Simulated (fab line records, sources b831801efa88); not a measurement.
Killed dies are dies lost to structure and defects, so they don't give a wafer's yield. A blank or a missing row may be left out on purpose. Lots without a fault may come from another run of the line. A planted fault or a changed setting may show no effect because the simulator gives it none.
Split-lot experiment | flow sky130 | 4 lots, 10 wafers read, on a route of 708 steps

THE SPLIT
At SKY_METAL4_COAT_07 (resist thk 60 nm), the setting resist_thk_nm was moved away from the recipe's 60 nm on 2 of the 10 wafers read, by -5.3% to +3.3%. The other wafers ran this setting at the recipe's value.

The file shows no step between the split and the reading.

THE READING
etch.depth_nm (the simulator's own value, which no gauge read), in nm, at SKY_METAL4_ETCH_16 (etches BARC in N2/H2, stops on SiO2, time 88.2 s, target depth 60 nm). The file gives no usual value for it. The 8 wafers here that ran the recipe average 60.09 nm, standard deviation 0.23 nm.

wafer  | tool, chamber at the split | resist_thk_nm as run, nm | against the recipe | etch.depth_nm, nm | against lot-mates on the recipe
L074.3 | litho_track-04, 0          | 60                       | recipe             | 59.86             | -
L074.4 | litho_track-04, 0          | 60                       | recipe             | 59.85             | -
L074.6 | litho_track-04, 0          | 56.79                    | -5.3%              | 56.81             | -3.05
L075.1 | litho_track-03, 0          | 60                       | recipe             | 60.25             | -
L075.2 | litho_track-03, 0          | 60                       | recipe             | 60.45             | -
L075.6 | litho_track-03, 0          | 60                       | recipe             | 60.4              | -
L079.1 | litho_track-03, 0          | 62                       | +3.3%              | 62.18             | +2.10
L079.5 | litho_track-03, 0          | 60                       | recipe             | 60.08             | -
L083.2 | litho_track-02, 0          | 60                       | recipe             | 59.92             | -
L083.5 | litho_track-02, 0          | 60                       | recipe             | 59.95             | -

THE FIT
A straight line over all 10 wafers: etch.depth_nm changes by +0.617 nm for each +1% of resist_thk_nm; r = +0.99; the points scatter about the line by 0.23 nm.
The same after taking each lot's own level away (the mean of its wafers on the recipe; 10 wafers): +0.587 nm for each +1%; r = +1.00; scatter 0.076 nm.
On that fit, the largest move of resist_thk_nm shifts the reading by 3.1 nm.
The lots' own levels span 59.855 to 60.367 nm, that is 2.3 times the standard deviation above.
So the lot-to-lot level changes the slope little: the two slopes agree.
Check: with one of the wafers moved furthest among these (-5.3%) left out of the fit, the line predicts -3.37 nm for it against its lot-mates. It came out at -3.05 nm against them.

OTHER SPLITS ON THESE WAFERS
These wafers also went through other splits before the reading. Each is held against what the fit with the lots' levels taken away leaves over:
other split on the same wafers          | wafers away from the commonest value | r with etch.depth_nm (lot level and that fit taken away)
SKY_VIA1_CVD_21 pressure_torr           | 5                                    | -0.38
SKY_METAL2_ETCH_18 icp_w                | 2                                    | +0.25
SKY_VIA2_SPUTTER_20 chamber_pressure_pa | 7                                    | +0.33
SKY_METAL3_SPUTTER_01 power_w           | 1                                    | +0.58
SKY_CAPM_SPUTTER_02 time_s              | 0                                    | -
SKY_METAL3_EXPOSE_10 dose_mj            | 2                                    | -0.20
SKY_METAL3_METAL_ETCH_18 icp_w          | 0                                    | -

THE FILE'S OWN FIT
etch.depth_nm changes by +0.583 nm for each +1% of resist_thk_nm, r = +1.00.
